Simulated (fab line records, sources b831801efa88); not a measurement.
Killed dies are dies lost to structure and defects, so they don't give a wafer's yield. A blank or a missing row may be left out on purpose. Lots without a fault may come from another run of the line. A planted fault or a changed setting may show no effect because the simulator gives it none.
Split-lot experiment | flow sky130 | 5 lots, 23 wafers read, on a route of 708 steps

THE SPLIT
At SKY_LOCAL_INTERCONNECT_SPUTTER_00 (material TiN, target thk 100 nm, time 83.3 s), the setting power_w was moved away from the recipe's 6500 W on 8 of the 23 wafers read, by -5.4% to +9.8%. The other wafers ran this setting at the recipe's value.

FROM THE SPLIT TO THE READING: what the file shows between them, 3 steps
- SKY_LOCAL_INTERCONNECT_RS_MEAS_01: measures by four-point-probe
- SKY_LOCAL_INTERCONNECT_THK_MEAS_02: measures by xrf
- SKY_LOCAL_INTERCONNECT_ETCH_13: etches BARC in N2/H2, stops on SiO2, time 45.9 s, target depth 60 nm (also split here: time_s)

THE READING
oes_product_au, in a.u., at SKY_LOCAL_INTERCONNECT_METAL_ETCH_14 (etches TiN in Cl2/BCl3, stops on PSG, target depth 110 nm, time 31.4 s). Fault-free wafers of this fab line usually give 0.942 a.u., standard deviation 0.0086 a.u..

wafer  | tool, chamber at the split | power_w as run, W | against the recipe | oes_product_au, a.u. | against lot-mates on the recipe
L074.1 | pvd_sputter-03, -          | 6152              | -5.4%              | 0.905                | -0.024
L074.2 | pvd_sputter-03, -          | 6500              | recipe             | 0.930                | -
L074.3 | pvd_sputter-03, -          | 6152              | -5.4%              | 0.890                | -0.039
L074.5 | pvd_sputter-03, -          | 6500              | recipe             | 0.929                | -
L074.6 | pvd_sputter-03, -          | 6500              | recipe             | 0.928                | -
L079.2 | pvd_sputter-03, -          | 6500              | recipe             | 0.941                | -
L079.4 | pvd_sputter-03, -          | 6500              | recipe             | 0.932                | -
L079.5 | pvd_sputter-03, -          | 6500              | recipe             | 0.954                | -
L082.1 | pvd_sputter-02, -          | 6263              | -3.6%              | 0.915                | -0.020
L082.2 | pvd_sputter-02, -          | 6500              | recipe             | 0.942                | -
L082.3 | pvd_sputter-02, -          | 6263              | -3.6%              | 0.928                | -0.007
L082.4 | pvd_sputter-02, -          | 6263              | -3.6%              | 0.919                | -0.016
L082.6 | pvd_sputter-02, -          | 6500              | recipe             | 0.929                | -
L081.1 | pvd_sputter-02, -          | 7134              | +9.8%              | 0.983                | +0.035
L081.2 | pvd_sputter-02, -          | 6500              | recipe             | 0.955                | -
L081.3 | pvd_sputter-02, -          | 6500              | recipe             | 0.941                | -
L081.4 | pvd_sputter-02, -          | 7134              | +9.8%              | 0.983                | +0.035
L081.6 | pvd_sputter-02, -          | 7134              | +9.8%              | 0.999                | +0.051
L084.1 | pvd_sputter-04, -          | 6500              | recipe             | 0.956                | -
L084.2 | pvd_sputter-04, -          | 6500              | recipe             | 0.943                | -
L084.3 | pvd_sputter-04, -          | 6500              | recipe             | 0.950                | -
L084.4 | pvd_sputter-04, -          | 6500              | recipe             | 0.960                | -
L084.6 | pvd_sputter-04, -          | 6500              | recipe             | 0.956                | -

THE FIT
A straight line over all 23 wafers: oes_product_au changes by +0.00543 a.u. for each +1% of power_w; r = +0.89; the points scatter about the line by 0.012 a.u..
The same after taking each lot's own level away (the mean of its wafers on the recipe; 23 wafers): +0.00441 a.u. for each +1%; r = +0.93; scatter 0.0073 a.u..
On that fit, the largest move of power_w shifts the reading by 0.043 a.u..
The lots' own levels span 0.9290 to 0.9530 a.u., that is 2.8 times the standard deviation above.
So the lot-to-lot level changes the slope: the two fits differ.
Check: with one of the wafers moved furthest among these (+9.8%) left out of the fit, the line predicts +0.0448 a.u. for it against its lot-mates. It came out at +0.035 a.u. against them.

OTHER SPLITS ON THESE WAFERS
These wafers also went through other splits before the reading. Each is held against what the fit with the lots' levels taken away leaves over:
other split on the same wafers        | wafers away from the commonest value | r with oes_product_au (lot level and that fit taken away)
SKY_LOCAL_INTERCONNECT_ETCH_13 time_s | 11                                   | -0.32

THE WHOLE CHAIN: every reading that the file lists as answering this split, in the file's order
step                                 | what it does                                                           | reading                                                                                      | change (the file's fit)                   | r (the file's)
SKY_LOCAL_INTERCONNECT_SPUTTER_00    | material TiN, target thk 100 nm, time 83.3 s                           | TiN_of_LOCAL_INTERCONNECT_SPUTTER_00.thk_nm (the simulator's own value, which no gauge read) | +0.972 nm for each +1% of the setting     | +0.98
SKY_LOCAL_INTERCONNECT_RS_MEAS_01    | measures by four-point-probe                                           | LOCAL_INTERCONNECT_TIN_RS                                                                    | -0.139 for each +1% of the setting        | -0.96
SKY_LOCAL_INTERCONNECT_THK_MEAS_02   | measures by xrf                                                        | LOCAL_INTERCONNECT_TIN_THK                                                                   | +0.964 for each +1% of the setting        | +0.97
SKY_LOCAL_INTERCONNECT_METAL_ETCH_14 | etches TiN in Cl2/BCl3, stops on PSG, target depth 110 nm, time 31.4 s | oes_product_au                                                                               | +0.00446 a.u. for each +1% of the setting | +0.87

THE FILE'S OWN FIT
oes_product_au changes by +0.00446 a.u. for each +1% of power_w, r = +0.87.
